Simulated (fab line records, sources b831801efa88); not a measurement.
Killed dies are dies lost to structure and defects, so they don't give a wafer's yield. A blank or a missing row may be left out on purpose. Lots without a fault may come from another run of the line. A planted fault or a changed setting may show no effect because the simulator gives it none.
Which tool did it? | flow gf180mcu | 7 lots, 21 wafers sampled, at 3 steps of a route of 602

WHAT THE GAUGES READ, wafer by wafer
GF_PSD_RS_MEAS_14: measures by four-point-probe.
lot  | measured     | on            | NSD_RS (ohm/sq)
L686 | day 14 21:22 | film_metro-02 | 46.18 46.25 46.12
L688 | day 15 17:41 | film_metro-02 | 46.20 46.28 46.17
L690 | day 16 06:28 | film_metro-01 | 40.06 40.00 39.98 39.99 39.96 39.94
L698 | day 19 04:46 | film_metro-02 | 46.15 46.19 46.24
L701 | day 20 07:22 | film_metro-01 | 46.25 46.21 46.27
L703 | day 20 22:25 | film_metro-01 | 46.39 46.28 46.28
L705 | day 21 15:50 | film_metro-01 | 46.21 46.29 46.24

WHICH TOOL RAN EACH LOT (tool, then ch and the chambers of the sampled wafers, then the start)
lot  | GF_HV_LDD_STRIP_22                   | GF_PSD_RTA_13
L686 | plasma_asher-03 ch 0, day 11 08:13   | rtp_anneal-02 ch 0, day 14 21:17
L688 | plasma_asher-04 ch 0,1, day 12 01:47 | rtp_anneal-01 ch 0, day 15 17:35
L690 | plasma_asher-03 ch 0,1, day 12 13:44 | rtp_anneal-01 ch 0, day 16 06:23
L698 | plasma_asher-04 ch 0,1, day 15 04:58 | rtp_anneal-02 ch 0, day 19 04:41
L701 | plasma_asher-03 ch 0,1, day 16 04:35 | rtp_anneal-02 ch 0, day 20 07:14
L703 | plasma_asher-02 ch 1, day 16 18:11   | rtp_anneal-02 ch 0, day 20 22:20
L705 | plasma_asher-03 ch 0,1, day 17 10:20 | rtp_anneal-01 ch 0, day 21 15:45
- GF_HV_LDD_STRIP_22: strips in O2/N2.
- GF_PSD_RTA_13: time 20 s.

THE ANSWER, worked out from the rows above alone
Rule: what is usual is taken from the lots themselves. Put in order of their means at a reading, lots are off if they are a third of the lots or fewer, leave a main group of 4 or more, and stand apart from it by a gap of 3 or more times the standard deviation of the main group's means; of several such gaps the widest counts. A main group whose means are all the same, to the digits that the tables above print for the reading, isn't used. A lot without any number at a reading at which 4 lots or more have one is off too. The other lots that the step has rows for count as sound.
Off: L690, at GF_PSD_RS_MEAS_14 (NSD_RS). The main group: mean 46.23 ohm/sq, standard deviation 0.044.
A tool fits if, at a process step before that reading, it ran every lot that is off, and no sound lot after the first of them. The gauges at GF_PSD_RS_MEAS_14 are tried like those tools. None of those tried fits.

WHAT THE SIMULATOR HAD PUT IN
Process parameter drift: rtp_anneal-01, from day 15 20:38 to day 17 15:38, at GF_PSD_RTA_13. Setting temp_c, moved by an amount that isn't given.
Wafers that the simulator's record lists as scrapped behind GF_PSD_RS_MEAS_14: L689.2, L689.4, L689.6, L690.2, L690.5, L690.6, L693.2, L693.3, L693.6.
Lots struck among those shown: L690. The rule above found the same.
